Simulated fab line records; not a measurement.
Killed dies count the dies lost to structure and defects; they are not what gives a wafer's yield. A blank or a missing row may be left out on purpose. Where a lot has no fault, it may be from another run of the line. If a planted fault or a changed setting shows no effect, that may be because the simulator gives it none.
fab line records :: flow sfqLine
record:
  lots: 6
  wafers: 18
  lastDay: 83
route steps=325 shown M4@152 I4@163
lots untouched by any fault: they come from a run of this same line in which no faults occurred
startH: the number of hours between the record's first day and the start of the first shown wafer of the lot :: waitH: hours elapsed since this lot's preceding step :: " identical to the entry in the row above :: L1.1+2: one row covering several wafers at once :: - value missing, or start not given :: * or withheld: withheld :: < > ~ a bound
route shown NAME@n: NAME is a module with steps in the file, n the number in the route of the first one :: usual: average and standard deviation across the fault-free wafers :: same: alike in all rows :: chamber/n: place in a boat :: sites: each site's reading :: _std_site: the values' standard deviation :: _edge_site: mean of outer sites minus mean of inner sites :: radiusMm: how far each site lies from the wafer's centre :: mask NAME#n: copy n :: behind: the tool/chamber that last shaped the wafer :: hold: why the lot was held/for how many hours/how that ended :: device: which transistor (n, p or np) failed to switch :: end of line: at the end of the route, the tests of the same wafers :: for a step that has no rows: nothing shown but its recipe :: killed: at the first sort, the dies lost to defects and structure; wafer yield is something else :: map: the dies of a wafer, with x for killed, . for not killed, _ for no die there
set.NAME: the setting as run; set.NAME@STEP: as run at that earlier step :: model.NAME: the simulator's own value behind a step, which no gauge read
lots at selected steps of the route; one table per step, one row per wafer
services: from which hour (startH, from the record's first day; less than 0 if before it) a tool's chamber was out of use, for how many hours, and why
== steps ==
step: SFQ_TRILAYER_M4_LITHO_COAT_098
recipe:
  resist: BARC
  spinRpm: 3000
  resistThkNm: 62
step: SFQ_TRILAYER_M4_LITHO_COAT_093
recipe:
  resist: KrF
  spinRpm: 3000
  resistThkNm: 600
step: SFQ_TRILAYER_M4_LITHO_SOFTBAKE_097
recipe:
  tempC: withheld
  timeS: withheld
  resist: KrF
step: SFQ_TRILAYER_M4_LITHO_EXPOSE_094
recipe:
  maskId: M4
  na: 0.6
  sourceShape: conventional
  sigmaOuter: 0.65
  targetCdNm: 500
  doseMj: 14.4
step: SFQ_TRILAYER_M4_LITHO_PEB_096
recipe:
  pebTempC: 115
  pebTimeS: 60
  resist: KrF
step: SFQ_TRILAYER_M4_LITHO_DEVELOP_095
recipe:
  timeS: 60
  resist: KrF
step: SFQ_M4_OVL_MEAS_926
usual:
  M4_OVL: -1/5.8
lot.wafer: L280.1
tool: overlay-01
chamber: -
startH: 808.51
waitH: 0.1
M4_OVL[nm]: 3

lot.wafer: L280.3
tool: overlay-01
chamber: -
startH: 808.51
waitH: 0.1
M4_OVL[nm]: -2

lot.wafer: L280.4
tool: overlay-01
chamber: -
startH: 808.51
waitH: 0.1
M4_OVL[nm]: -4

lot.wafer: L281.3
tool: overlay-01
chamber: -
startH: 820.86
waitH: 0.1
M4_OVL[nm]: -9

lot.wafer: L281.4
tool: overlay-01
chamber: -
startH: 820.86
waitH: 0.1
M4_OVL[nm]: 2

lot.wafer: L281.6
tool: overlay-01
chamber: -
startH: 820.86
waitH: 0.1
M4_OVL[nm]: 2

lot.wafer: L285.3
tool: overlay-01
chamber: -
startH: 883.35
waitH: 0.1
M4_OVL[nm]: -5

lot.wafer: L285.4
tool: overlay-01
chamber: -
startH: 883.35
waitH: 0.1
M4_OVL[nm]: 5

lot.wafer: L285.5
tool: overlay-01
chamber: -
startH: 883.35
waitH: 0.1
M4_OVL[nm]: -9

lot.wafer: L286.1
tool: overlay-01
chamber: -
startH: 888.33
waitH: 0.1
M4_OVL[nm]: -1

lot.wafer: L286.2
tool: overlay-01
chamber: -
startH: 888.33
waitH: 0.1
M4_OVL[nm]: -4

lot.wafer: L286.6
tool: overlay-01
chamber: -
startH: 888.33
waitH: 0.1
M4_OVL[nm]: 0

lot.wafer: L297.1
tool: overlay-02
chamber: -
startH: 1120.69
waitH: 0.1
M4_OVL[nm]: -2

lot.wafer: L297.3
tool: overlay-02
chamber: -
startH: 1120.69
waitH: 0.1
M4_OVL[nm]: -3

lot.wafer: L297.6
tool: overlay-02
chamber: -
startH: 1120.69
waitH: 0.1
M4_OVL[nm]: -5

lot.wafer: L299.2
tool: overlay-02
chamber: -
startH: 1129.09
waitH: 0.1
M4_OVL[nm]: -3

lot.wafer: L299.4
tool: overlay-02
chamber: -
startH: 1129.09
waitH: 0.1
M4_OVL[nm]: -2

lot.wafer: L299.6
tool: overlay-02
chamber: -
startH: 1129.09
waitH: 0.1
M4_OVL[nm]: -1
step: SFQ_TRILAYER_M4_BARC_OPEN_METAL_ETCH_123
recipe:
  maskMaterial: PR
  chemistry: O2
  targetDepthNm: 125
  target: BARC
  icpW: 600
  biasW: 80
  pressureMtorr: 10
  timeS: 41.7
usual:
  drypumpMotorCurrentA: 5.30/0.16
  heBacksideLeakSccm: 3.5/0.32
  oesProductAu: 0.685/0.0047
lot.wafer: L280.1
tool: rieMetal-01
chamber: 0
startH: 808.55
waitH: 0.0
drypumpMotorCurrentA: 5.18
heBacksideLeakSccm: 3.4
oesProductAu: 0.690
rfHoursCounterH: 7

lot.wafer: L280.3
tool: rieMetal-01
chamber: 1
startH: 808.55
waitH: 0.0
drypumpMotorCurrentA: 5.60
heBacksideLeakSccm: 3.7
oesProductAu: 0.689
rfHoursCounterH: -

lot.wafer: L280.4
tool: rieMetal-01
chamber: 0
startH: 808.55
waitH: 0.0
drypumpMotorCurrentA: 5.19
heBacksideLeakSccm: 3.4
oesProductAu: 0.685
rfHoursCounterH: -

lot.wafer: L281.3
tool: rieMetal-01
chamber: 1
startH: 820.90
waitH: 0.0
drypumpMotorCurrentA: 5.63
heBacksideLeakSccm: 3.8
oesProductAu: 0.691
rfHoursCounterH: -

lot.wafer: L281.4
tool: rieMetal-01
chamber: 0
startH: 820.90
waitH: 0.0
drypumpMotorCurrentA: 5.20
heBacksideLeakSccm: 3.3
oesProductAu: 0.688
rfHoursCounterH: -

lot.wafer: L281.6
tool: rieMetal-01
chamber: 0
startH: 820.90
waitH: 0.0
drypumpMotorCurrentA: 5.17
heBacksideLeakSccm: 3.4
oesProductAu: 0.682
rfHoursCounterH: -

lot.wafer: L285.3
tool: rieMetal-02
chamber: 1
startH: 883.39
waitH: 0.0
drypumpMotorCurrentA: 5.29
heBacksideLeakSccm: 3.4
oesProductAu: 0.696
rfHoursCounterH: -

lot.wafer: L285.4
tool: rieMetal-02
chamber: 0
startH: 883.39
waitH: 0.0
drypumpMotorCurrentA: 5.30
heBacksideLeakSccm: 3.4
oesProductAu: 0.689
rfHoursCounterH: -

lot.wafer: L285.5
tool: rieMetal-02
chamber: 1
startH: 883.39
waitH: 0.0
drypumpMotorCurrentA: 5.27
heBacksideLeakSccm: 3.3
oesProductAu: 0.686
rfHoursCounterH: -

lot.wafer: L286.1
tool: rieMetal-02
chamber: 0
startH: 888.36
waitH: 0.0
drypumpMotorCurrentA: 5.28
heBacksideLeakSccm: 3.4
oesProductAu: 0.685
rfHoursCounterH: 3

lot.wafer: L286.2
tool: rieMetal-02
chamber: 1
startH: 888.36
waitH: 0.0
drypumpMotorCurrentA: 5.25
heBacksideLeakSccm: 3.5
oesProductAu: 0.689
rfHoursCounterH: 50

lot.wafer: L286.6
tool: rieMetal-02
chamber: 1
startH: 888.36
waitH: 0.0
drypumpMotorCurrentA: 5.24
heBacksideLeakSccm: 3.4
oesProductAu: 0.693
rfHoursCounterH: -

lot.wafer: L297.1
tool: rieMetal-04
chamber: 1
startH: 1120.72
waitH: 0.0
drypumpMotorCurrentA: 5.45
heBacksideLeakSccm: 3.6
oesProductAu: 0.681
rfHoursCounterH: 109

lot.wafer: L297.3
tool: rieMetal-04
chamber: 1
startH: 1120.72
waitH: 0.0
drypumpMotorCurrentA: 5.42
heBacksideLeakSccm: 3.6
oesProductAu: 0.682
rfHoursCounterH: -

lot.wafer: L297.6
tool: rieMetal-04
chamber: 0
startH: 1120.72
waitH: 0.0
drypumpMotorCurrentA: 5.04
heBacksideLeakSccm: 3.5
oesProductAu: 0.686
rfHoursCounterH: -

lot.wafer: L299.2
tool: rieMetal-02
chamber: 0
startH: 1129.12
waitH: 0.0
drypumpMotorCurrentA: 5.29
heBacksideLeakSccm: 3.4
oesProductAu: 0.683
rfHoursCounterH: 39

lot.wafer: L299.4
tool: rieMetal-02
chamber: 0
startH: 1129.12
waitH: 0.0
drypumpMotorCurrentA: 5.28
heBacksideLeakSccm: 3.2
oesProductAu: 0.695
rfHoursCounterH: -

lot.wafer: L299.6
tool: rieMetal-02
chamber: 1
startH: 1129.12
waitH: 0.0
drypumpMotorCurrentA: 5.24
heBacksideLeakSccm: 3.5
oesProductAu: 0.686
rfHoursCounterH: -
step: SFQ_TRILAYER_M4_ETCH_METAL_ETCH_096
recipe:
  target: Nb
  stopOn: SiO2
  maskMaterial: PR
  chemistry: Cl2/Ar
  targetDepthNm: 240
  icpW: 600
  biasW: 80
  pressureMtorr: 10
  timeS: 120
usual:
  drypumpMotorCurrentA: 5.30/0.16
  heBacksideLeakSccm: 3.48/0.15
  oesProductAu: 0.894/0.0058
lot.wafer: L280.1
tool: rieMetal-01
chamber: 0
startH: 808.61
waitH: 0.0
drypumpMotorCurrentA: 5.20
heBacksideLeakSccm: 3.50
oesProductAu: 0.880
rfHoursCounterH: 7

lot.wafer: L280.3
tool: rieMetal-01
chamber: 1
startH: 808.61
waitH: 0.0
drypumpMotorCurrentA: 5.64
heBacksideLeakSccm: 3.44
oesProductAu: 0.883
rfHoursCounterH: -

lot.wafer: L280.4
tool: rieMetal-01
chamber: 0
startH: 808.61
waitH: 0.0
drypumpMotorCurrentA: 5.17
heBacksideLeakSccm: 3.65
oesProductAu: 0.888
rfHoursCounterH: -

lot.wafer: L281.3
tool: rieMetal-01
chamber: 1
startH: 820.98
waitH: 0.1
drypumpMotorCurrentA: 5.61
heBacksideLeakSccm: 3.69
oesProductAu: 0.901
rfHoursCounterH: -

lot.wafer: L281.4
tool: rieMetal-01
chamber: 0
startH: 820.98
waitH: 0.1
drypumpMotorCurrentA: 5.20
heBacksideLeakSccm: 3.26
oesProductAu: 0.892
rfHoursCounterH: -

lot.wafer: L281.6
tool: rieMetal-01
chamber: 0
startH: 820.98
waitH: 0.1
drypumpMotorCurrentA: 5.21
heBacksideLeakSccm: 3.17
oesProductAu: 0.899
rfHoursCounterH: -

lot.wafer: L285.3
tool: rieMetal-02
chamber: 1
startH: 883.47
waitH: 0.1
drypumpMotorCurrentA: 5.27
heBacksideLeakSccm: 3.39
oesProductAu: 0.894
rfHoursCounterH: -

lot.wafer: L285.4
tool: rieMetal-02
chamber: 0
startH: 883.47
waitH: 0.1
drypumpMotorCurrentA: 5.31
heBacksideLeakSccm: 3.28
oesProductAu: 0.905
rfHoursCounterH: -

lot.wafer: L285.5
tool: rieMetal-02
chamber: 1
startH: 883.47
waitH: 0.1
drypumpMotorCurrentA: 5.29
heBacksideLeakSccm: 3.23
oesProductAu: 0.889
rfHoursCounterH: -

lot.wafer: L286.1
tool: rieMetal-02
chamber: 0
startH: 888.42
waitH: 0.0
drypumpMotorCurrentA: 5.30
heBacksideLeakSccm: 3.25
oesProductAu: 0.890
rfHoursCounterH: 3

lot.wafer: L286.2
tool: rieMetal-02
chamber: 1
startH: 888.42
waitH: 0.0
drypumpMotorCurrentA: 5.30
heBacksideLeakSccm: 3.38
oesProductAu: 0.881
rfHoursCounterH: 50

lot.wafer: L286.6
tool: rieMetal-02
chamber: 1
startH: 888.42
waitH: 0.0
drypumpMotorCurrentA: 5.29
heBacksideLeakSccm: 3.43
oesProductAu: 0.894
rfHoursCounterH: -

lot.wafer: L297.1
tool: rieMetal-04
chamber: 1
startH: 1120.78
waitH: 0.0
drypumpMotorCurrentA: 5.43
heBacksideLeakSccm: 3.69
oesProductAu: 0.895
rfHoursCounterH: 109

lot.wafer: L297.3
tool: rieMetal-04
chamber: 1
startH: 1120.78
waitH: 0.0
drypumpMotorCurrentA: 5.44
heBacksideLeakSccm: 3.64
oesProductAu: 0.899
rfHoursCounterH: -

lot.wafer: L297.6
tool: rieMetal-04
chamber: 0
startH: 1120.78
waitH: 0.0
drypumpMotorCurrentA: 5.06
heBacksideLeakSccm: 3.59
oesProductAu: 0.897
rfHoursCounterH: -

lot.wafer: L299.2
tool: rieMetal-02
chamber: 0
startH: 1129.18
waitH: 0.0
drypumpMotorCurrentA: 5.28
heBacksideLeakSccm: 3.56
oesProductAu: 0.895
rfHoursCounterH: 39

lot.wafer: L299.4
tool: rieMetal-02
chamber: 0
startH: 1129.18
waitH: 0.0
drypumpMotorCurrentA: 5.28
heBacksideLeakSccm: 3.52
oesProductAu: 0.893
rfHoursCounterH: -

lot.wafer: L299.6
tool: rieMetal-02
chamber: 1
startH: 1129.18
waitH: 0.0
drypumpMotorCurrentA: 5.27
heBacksideLeakSccm: 3.53
oesProductAu: 0.896
rfHoursCounterH: -
step: SFQ_TRILAYER_M4_STRIP_STRIP_097
recipe:
  gas: O2
  powerW: 200
  platenTempC: 40
  overashFraction: 0.65
  chemistry: O2
  pressureMtorr: 50
usual:
  drypumpMotorCurrentA: 5.30/0.15
  heBacksideLeakSccm: 3.5/0.37
  oesProductAu: 1.000/0.0083
same:
  overashFraction: 0.65
lot.wafer: L280.1
tool: rieMetal-01
chamber: 0
startH: 808.73
waitH: 0.1
drypumpMotorCurrentA: 5.19
heBacksideLeakSccm: 3.4
oesProductAu: 0.998
rfHoursCounterH: 7

lot.wafer: L280.3
tool: rieMetal-01
chamber: 1
startH: 808.73
waitH: 0.1
drypumpMotorCurrentA: 5.60
heBacksideLeakSccm: 3.6
oesProductAu: 1.006
rfHoursCounterH: -

lot.wafer: L280.4
tool: rieMetal-01
chamber: 0
startH: 808.73
waitH: 0.1
drypumpMotorCurrentA: 5.20
heBacksideLeakSccm: 3.3
oesProductAu: 1.003
rfHoursCounterH: -

lot.wafer: L281.3
tool: rieMetal-01
chamber: 1
startH: 821.26
waitH: 0.2
drypumpMotorCurrentA: 5.60
heBacksideLeakSccm: 3.7
oesProductAu: 1.002
rfHoursCounterH: -

lot.wafer: L281.4
tool: rieMetal-01
chamber: 0
startH: 821.26
waitH: 0.2
drypumpMotorCurrentA: 5.19
heBacksideLeakSccm: 3.2
oesProductAu: 1.002
rfHoursCounterH: -

lot.wafer: L281.6
tool: rieMetal-01
chamber: 0
startH: 821.26
waitH: 0.2
drypumpMotorCurrentA: 5.22
heBacksideLeakSccm: 3.2
oesProductAu: 1.011
rfHoursCounterH: -

lot.wafer: L285.3
tool: rieMetal-02
chamber: 1
startH: 883.76
waitH: 0.2
drypumpMotorCurrentA: 5.28
heBacksideLeakSccm: 3.5
oesProductAu: 0.990
rfHoursCounterH: -

lot.wafer: L285.4
tool: rieMetal-02
chamber: 0
startH: 883.76
waitH: 0.2
drypumpMotorCurrentA: 5.28
heBacksideLeakSccm: 3.2
oesProductAu: 0.993
rfHoursCounterH: -

lot.wafer: L285.5
tool: rieMetal-02
chamber: 1
startH: 883.76
waitH: 0.2
drypumpMotorCurrentA: 5.27
heBacksideLeakSccm: 3.4
oesProductAu: 0.997
rfHoursCounterH: -

lot.wafer: L286.1
tool: rieMetal-02
chamber: 0
startH: 888.55
waitH: 0.1
drypumpMotorCurrentA: 5.30
heBacksideLeakSccm: 3.3
oesProductAu: 0.992
rfHoursCounterH: 3

lot.wafer: L286.2
tool: rieMetal-02
chamber: 1
startH: 888.55
waitH: 0.1
drypumpMotorCurrentA: 5.26
heBacksideLeakSccm: 3.5
oesProductAu: 0.993
rfHoursCounterH: 50

lot.wafer: L286.6
tool: rieMetal-02
chamber: 1
startH: 888.55
waitH: 0.1
drypumpMotorCurrentA: 5.24
heBacksideLeakSccm: 3.5
oesProductAu: 0.992
rfHoursCounterH: -

lot.wafer: L297.1
tool: rieMetal-04
chamber: 1
startH: 1120.91
waitH: 0.1
drypumpMotorCurrentA: 5.44
heBacksideLeakSccm: 3.7
oesProductAu: 0.997
rfHoursCounterH: 110

lot.wafer: L297.3
tool: rieMetal-04
chamber: 1
startH: 1120.91
waitH: 0.1
drypumpMotorCurrentA: 5.44
heBacksideLeakSccm: 3.7
oesProductAu: 0.995
rfHoursCounterH: -

lot.wafer: L297.6
tool: rieMetal-04
chamber: 0
startH: 1120.91
waitH: 0.1
drypumpMotorCurrentA: 5.04
heBacksideLeakSccm: 3.3
oesProductAu: 0.996
rfHoursCounterH: -

lot.wafer: L299.2
tool: rieMetal-02
chamber: 0
startH: 1129.31
waitH: 0.1
drypumpMotorCurrentA: 5.28
heBacksideLeakSccm: 3.3
oesProductAu: 1.011
rfHoursCounterH: 40

lot.wafer: L299.4
tool: rieMetal-02
chamber: 0
startH: 1129.31
waitH: 0.1
drypumpMotorCurrentA: 5.28
heBacksideLeakSccm: 3.3
oesProductAu: 1.000
rfHoursCounterH: -

lot.wafer: L299.6
tool: rieMetal-02
chamber: 1
startH: 1129.31
waitH: 0.1
drypumpMotorCurrentA: 5.26
heBacksideLeakSccm: 3.4
oesProductAu: 0.993
rfHoursCounterH: -
step: SFQ_TRILAYER_M4_STRIP_SOLV_CLEAN_098
recipe:
  chemistry: NMP
  tempC: 70
  timeS: 600
step: SFQ_TRILAYER_I4_DEP_PECVD_099
recipe:
  material: SiO2
  tempC: 150
  timeS: 111.11
  pressureTorr: 2.4
  rfW: 183.3
  precursor: SiH4/N2O
  targetThkNm: 500
usual:
  heaterPowerW: 81/11
  runLengthS: 138.82/0.29
  throttleValvePct: 24.8/1.1
lot.wafer: L280.1
tool: pecvd-03
chamber: 1
startH: 809.51
waitH: 0.0
heaterPowerW: 68
runLengthS: 138.60
throttleValvePct: 24.8
model.SiO2_of_TRILAYER_I4_DEP_PECVD_099.thkNm: 497.2

lot.wafer: L280.3
tool: pecvd-03
chamber: 0
startH: 809.51
waitH: 0.0
heaterPowerW: 71
runLengthS: 138.57
throttleValvePct: 26.0
model.SiO2_of_TRILAYER_I4_DEP_PECVD_099.thkNm: 497.2

lot.wafer: L280.4
tool: pecvd-03
chamber: 0
startH: 809.51
waitH: 0.0
heaterPowerW: 58
runLengthS: 138.67
throttleValvePct: 25.7
model.SiO2_of_TRILAYER_I4_DEP_PECVD_099.thkNm: 500.7

lot.wafer: L281.3
tool: pecvd-01
chamber: 1
startH: 821.84
waitH: 0.0
heaterPowerW: 91
runLengthS: 138.67
throttleValvePct: 23.7
model.SiO2_of_TRILAYER_I4_DEP_PECVD_099.thkNm: 496.5

lot.wafer: L281.4
tool: pecvd-01
chamber: 0
startH: 821.84
waitH: 0.0
heaterPowerW: 67
runLengthS: 138.74
throttleValvePct: 23.5
model.SiO2_of_TRILAYER_I4_DEP_PECVD_099.thkNm: 501.9

lot.wafer: L281.6
tool: pecvd-01
chamber: 1
startH: 821.84
waitH: 0.0
heaterPowerW: 91
runLengthS: 138.71
throttleValvePct: 24.0
model.SiO2_of_TRILAYER_I4_DEP_PECVD_099.thkNm: 503.2

lot.wafer: L285.3
tool: pecvd-03
chamber: 1
startH: 884.36
waitH: 0.0
heaterPowerW: 82
runLengthS: 134.98
throttleValvePct: 24.9
model.SiO2_of_TRILAYER_I4_DEP_PECVD_099.thkNm: 480.1

lot.wafer: L285.4
tool: pecvd-03
chamber: 0
startH: 884.36
waitH: 0.0
heaterPowerW: 69
runLengthS: 135.68
throttleValvePct: 25.6
model.SiO2_of_TRILAYER_I4_DEP_PECVD_099.thkNm: 489.9

lot.wafer: L285.5
tool: pecvd-03
chamber: 1
startH: 884.36
waitH: 0.0
heaterPowerW: 81
runLengthS: 134.77
throttleValvePct: 24.9
model.SiO2_of_TRILAYER_I4_DEP_PECVD_099.thkNm: 483.3

lot.wafer: L286.1
tool: pecvd-03
chamber: 0
startH: 889.36
waitH: 0.0
heaterPowerW: 69
runLengthS: 135.29
throttleValvePct: 25.4
model.SiO2_of_TRILAYER_I4_DEP_PECVD_099.thkNm: 472.8

lot.wafer: L286.2
tool: pecvd-03
chamber: 1
startH: 889.36
waitH: 0.0
heaterPowerW: 79
runLengthS: 135.19
throttleValvePct: 24.6
model.SiO2_of_TRILAYER_I4_DEP_PECVD_099.thkNm: 477.3

lot.wafer: L286.6
tool: pecvd-03
chamber: 1
startH: 889.36
waitH: 0.0
heaterPowerW: 81
runLengthS: 135.21
throttleValvePct: 24.9
model.SiO2_of_TRILAYER_I4_DEP_PECVD_099.thkNm: 489.1

lot.wafer: L297.1
tool: pecvd-03
chamber: 0
startH: 1121.68
waitH: 0.0
heaterPowerW: 73
runLengthS: 138.50
throttleValvePct: 23.4
model.SiO2_of_TRILAYER_I4_DEP_PECVD_099.thkNm: 499.1

lot.wafer: L297.3
tool: pecvd-03
chamber: 1
startH: 1121.68
waitH: 0.0
heaterPowerW: 97
runLengthS: 138.84
throttleValvePct: 23.8
model.SiO2_of_TRILAYER_I4_DEP_PECVD_099.thkNm: 497.8

lot.wafer: L297.6
tool: pecvd-03
chamber: 2
startH: 1121.68
waitH: 0.0
heaterPowerW: 84
runLengthS: 138.61
throttleValvePct: 23.9
model.SiO2_of_TRILAYER_I4_DEP_PECVD_099.thkNm: 505.6

lot.wafer: L299.2
tool: pecvd-01
chamber: 2
startH: 1130.08
waitH: 0.0
heaterPowerW: 78
runLengthS: 138.96
throttleValvePct: 24.8
model.SiO2_of_TRILAYER_I4_DEP_PECVD_099.thkNm: 494.2

lot.wafer: L299.4
tool: pecvd-01
chamber: 1
startH: 1130.08
waitH: 0.0
heaterPowerW: 88
runLengthS: 138.56
throttleValvePct: 24.6
model.SiO2_of_TRILAYER_I4_DEP_PECVD_099.thkNm: 502.4

lot.wafer: L299.6
tool: pecvd-01
chamber: 2
startH: 1130.08
waitH: 0.0
heaterPowerW: 79
runLengthS: 139.38
throttleValvePct: 24.7
model.SiO2_of_TRILAYER_I4_DEP_PECVD_099.thkNm: 503.1
step: SFQ_TRILAYER_I4_CMP_CMP_100
recipe:
  material: SiO2
  downForcePsi: 3
  platenRpm: 60
  padVelocityMS: 0.94248
usual:
  motorCurrentA: 9.5/0.71
  slurryFilterDpKPa: 13.51/0.15
  timeToEndpointS: 216/6.6
lot.wafer: L280.3
tool: cmp-02
chamber: 1
startH: 813.97
waitH: 4.4
motorCurrentA: 9.5
slurryFilterDpKPa: 13.27
timeToEndpointS: 211

lot.wafer: L280.4
tool: cmp-02
chamber: 2
startH: 813.97
waitH: 4.4
motorCurrentA: 8.8
slurryFilterDpKPa: 13.53
timeToEndpointS: 218

lot.wafer: L280.1
tool: cmp-02
chamber: 3
startH: 813.97
waitH: 4.4
motorCurrentA: 8.4
slurryFilterDpKPa: 13.31
timeToEndpointS: 211

lot.wafer: L281.4
tool: cmp-01
chamber: 3
startH: 823.41
waitH: 1.5
motorCurrentA: 10.7
slurryFilterDpKPa: 13.37
timeToEndpointS: 213

lot.wafer: L281.3
tool: cmp-01
chamber: 0
startH: 823.41
waitH: 1.5
motorCurrentA: 8.9
slurryFilterDpKPa: 13.54
timeToEndpointS: 213

lot.wafer: L281.6
tool: cmp-01
chamber: 3
startH: 825.41
waitH: 3.5
motorCurrentA: 10.5
slurryFilterDpKPa: 13.63
timeToEndpointS: 223

lot.wafer: L285.4
tool: cmp-01
chamber: 1
startH: 891.09
waitH: 6.6
motorCurrentA: 10.2
slurryFilterDpKPa: 13.54
timeToEndpointS: 211

lot.wafer: L285.3
tool: cmp-01
chamber: 2
startH: 891.09
waitH: 6.6
motorCurrentA: 10.0
slurryFilterDpKPa: 13.45
timeToEndpointS: 207

lot.wafer: L285.5
tool: cmp-01
chamber: 0
startH: 892.59
waitH: 8.1
motorCurrentA: 8.8
slurryFilterDpKPa: 13.54
timeToEndpointS: 212

lot.wafer: L286.1
tool: cmp-02
chamber: 1
startH: 894.52
waitH: 5.1
motorCurrentA: 9.9
slurryFilterDpKPa: 13.60
timeToEndpointS: 200

lot.wafer: L286.2
tool: cmp-02
chamber: 2
startH: 894.52
waitH: 5.1
motorCurrentA: 8.8
slurryFilterDpKPa: 13.58
timeToEndpointS: 195

lot.wafer: L286.6
tool: cmp-02
chamber: 1
startH: 896.52
waitH: 7.1
motorCurrentA: 9.7
slurryFilterDpKPa: 13.51
timeToEndpointS: 208

lot.wafer: L297.1
tool: cmp-01
chamber: 1
startH: 1122.86
waitH: 1.1
motorCurrentA: 10.1
slurryFilterDpKPa: 13.39
timeToEndpointS: 217

lot.wafer: L297.3
tool: cmp-01
chamber: 3
startH: 1123.86
waitH: 2.1
motorCurrentA: 10.5
slurryFilterDpKPa: 13.62
timeToEndpointS: 218

lot.wafer: L297.6
tool: cmp-01
chamber: 0
startH: 1123.86
waitH: 2.1
motorCurrentA: 9.1
slurryFilterDpKPa: 13.56
timeToEndpointS: 227

lot.wafer: L299.4
tool: cmp-02
chamber: 3
startH: 1131.17
waitH: 1.0
motorCurrentA: 8.8
slurryFilterDpKPa: 13.50
timeToEndpointS: 222

lot.wafer: L299.2
tool: cmp-02
chamber: 0
startH: 1131.17
waitH: 1.0
motorCurrentA: 9.2
slurryFilterDpKPa: 13.77
timeToEndpointS: 212

lot.wafer: L299.6
tool: cmp-02
chamber: 3
startH: 1133.17
waitH: 3.0
motorCurrentA: 8.5
slurryFilterDpKPa: 13.29
timeToEndpointS: 217
== services ==
tool: rieMetal-04
chamber: -
startH: 810.85
hours: 1.4
kind: pm

tool: rieMetal-04
chamber: -
startH: 816.94
hours: 14.6
kind: pm

tool: cmp-01
chamber: -
startH: 831.12
hours: 0.3
kind: repair

tool: pecvd-03
chamber: 0
startH: 834.98
hours: 36.2
kind: repair

tool: cmp-01
chamber: -
startH: 852.54
hours: 7.0
kind: pm

tool: cmp-02
chamber: -
startH: 865.23
hours: 1.0
kind: repair

tool: cmp-01
chamber: -
startH: 886.77
hours: 3.8
kind: repair

tool: cmp-01
chamber: -
startH: 908.82
hours: 0.5
kind: repair

tool: cmp-02
chamber: -
startH: 921.02
hours: 4.0
kind: pm

tool: cmp-01
chamber: -
startH: 932.59
hours: 5.1
kind: pm

tool: pecvd-03
chamber: -
startH: 933.25
hours: 14.0
kind: pm

tool: pecvd-03
chamber: 0
startH: 933.85
hours: 5.6
kind: repair

tool: rieMetal-02
chamber: 1
startH: 940.05
hours: 16.2
kind: repair

tool: cmp-02
chamber: -
startH: 944.23
hours: 0.6
kind: repair

tool: pecvd-03
chamber: -
startH: 991.50
hours: 1.3
kind: repair

tool: cmp-02
chamber: -
startH: 1002.30
hours: 1.1
kind: repair

tool: pecvd-03
chamber: 1
startH: 1028.96
hours: 4.1
kind: repair

tool: rieMetal-04
chamber: -
startH: 1063.70
hours: 2.8
kind: pm

tool: cmp-01
chamber: -
startH: 1064.76
hours: 11.8
kind: pm

tool: cmp-02
chamber: -
startH: 1075.94
hours: 2.5
kind: repair

tool: rieMetal-02
chamber: 0
startH: 1079.84
hours: 5.7
kind: repair

tool: rieMetal-02
chamber: -
startH: 1097.85
hours: 1.4
kind: pm

tool: rieMetal-01
chamber: -
startH: 1113.81
hours: 1.4
kind: pm

tool: pecvd-03
chamber: 2
startH: 1128.98
hours: 9.3
kind: repair
== key ==
firstSign:
  step: SFQ_TRILAYER_I4_DEP_PECVD_099
  reading: runLengthS
  direction: down
  sigmas: 12
  usual: *
  struck: *
effect none on later readings
modelEffect:
  step: SFQ_TRILAYER_I4_DEP_PECVD_099
  value: SiO2_of_TRILAYER_I4_DEP_PECVD_099.thkNm
  without: 498.9
  struck: 482.1
metAt SFQ_TRILAYER_I4_DEP_PECVD_099
struckWafers L285.3,L285.4,L285.5,L286.1,L286.2,L286.6
onsetBetween 809.51 884.36
fault:
  kind: processParameterDrift
  tool: pecvd-03
  chamber: -
  onsetH: 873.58
  steps: SFQ_TRILAYER_I4_DEP_PECVD_099
  channel: timeS
  offset: *
  shape: step
  endH: 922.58
  actsIn: *
  stated: *
